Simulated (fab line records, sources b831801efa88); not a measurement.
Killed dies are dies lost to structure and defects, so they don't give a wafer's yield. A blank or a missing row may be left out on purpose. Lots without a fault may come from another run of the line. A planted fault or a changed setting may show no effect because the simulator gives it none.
Problem report in the 8D (eight disciplines) form, filled by code | flow sfq_line | the parts of the form that need people (team, actions taken, sign-off) are left out

1. THE PROBLEM
spin_speed_rpm at SFQ_TRILAYER_M5_LITHO_COAT_128 reads a mean of 2607.2 rpm on 9 wafers of 3 lots; wafers without a fault read 3000.0 rpm with a standard deviation of 2. That is -99 or more standard deviations from the usual mean.
The step: resist thk 62 nm.
First seen on wafer L391.2, day 59 11:37, on litho_track-01. The record holds 45 wafers of 15 lots with a number at this step. Rule for "out", or "out of limits": more than 4 standard deviations from the usual mean. The other wafers with a number count as sound.

2. WHAT IT IS AND WHAT IT IS NOT
question                    | is                     | is not
which readings at this step | spin_speed_rpm         | resist_line_temp_C
which lots                  | L391, L392, L393       | L376, L378, L379, L380, L381, L383, L384, L389, L394, L395, L396, L399
which wafers of those lots  | all that have a number | -
read on which tools         | litho_track-01         | litho_track-03, litho_track-04
when                        | from day 59 11:37      | up to then (24 sound wafers); but 12 sound wafers of L394, L395, L396, L399 came after

3. SUSPECTS, AND WHAT RULES EACH OUT
Counting: a tool at a process step up to the reading stays a suspect if it ran every lot that is out and no sound lot after the first of them.
- litho_track-01 at SFQ_TRILAYER_M5_LITHO_COAT_128 (resist thk 62 nm): kept. It ran every lot that is out, first L391 (day 59 11:37), and no sound lot after that; its last sound lot up to then is L389 (day 59 09:10). Its own readings are out on those wafers: spin_speed_rpm.
Left after counting: litho_track-01 at SFQ_TRILAYER_M5_LITHO_COAT_128.

4. THE CAUSE (what the simulator had put in)
Process parameter drift: litho_track-01, from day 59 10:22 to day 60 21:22, at SFQ_TRILAYER_M5_LITHO_COAT_128. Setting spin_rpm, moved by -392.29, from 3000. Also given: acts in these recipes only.
Counting left only this tool.

5. THE CHAIN OF EFFECTS, in route order
Each row: a reading whose mean over the struck wafers that have a number lies more than 3 standard deviations from the usual. Only readings for which the record gives a usual standard deviation are gone through. hours: the time from each lot's start at the first step in this table that gives one to its start at this step, as a median over the lots. sigmas: the change in usual standard deviations.
hours | step                                     | reading        | usual      | on struck wafers | change | sigmas
0     | SFQ_TRILAYER_M5_LITHO_COAT_128           | spin_speed_rpm | 3000.0 rpm | 2607.2           | -392.8 | -99 or more
121   | SFQ_TRILAYER_M5_BARC_OPEN_METAL_ETCH_161 | oes_product_au | 0.685 a.u. | 0.707            | +0.022 | +4.4
The process steps in it:
- SFQ_TRILAYER_M5_LITHO_COAT_128: resist thk 62 nm.
- SFQ_TRILAYER_M5_BARC_OPEN_METAL_ETCH_161: etches BARC in O2, target depth 125 nm, time 41.7 s.

6. WHAT WOULD HAVE CAUGHT IT SOONER
In this record the first reading out of limits was taken at day 59 11:37, 1 hour after the fault began at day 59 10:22.
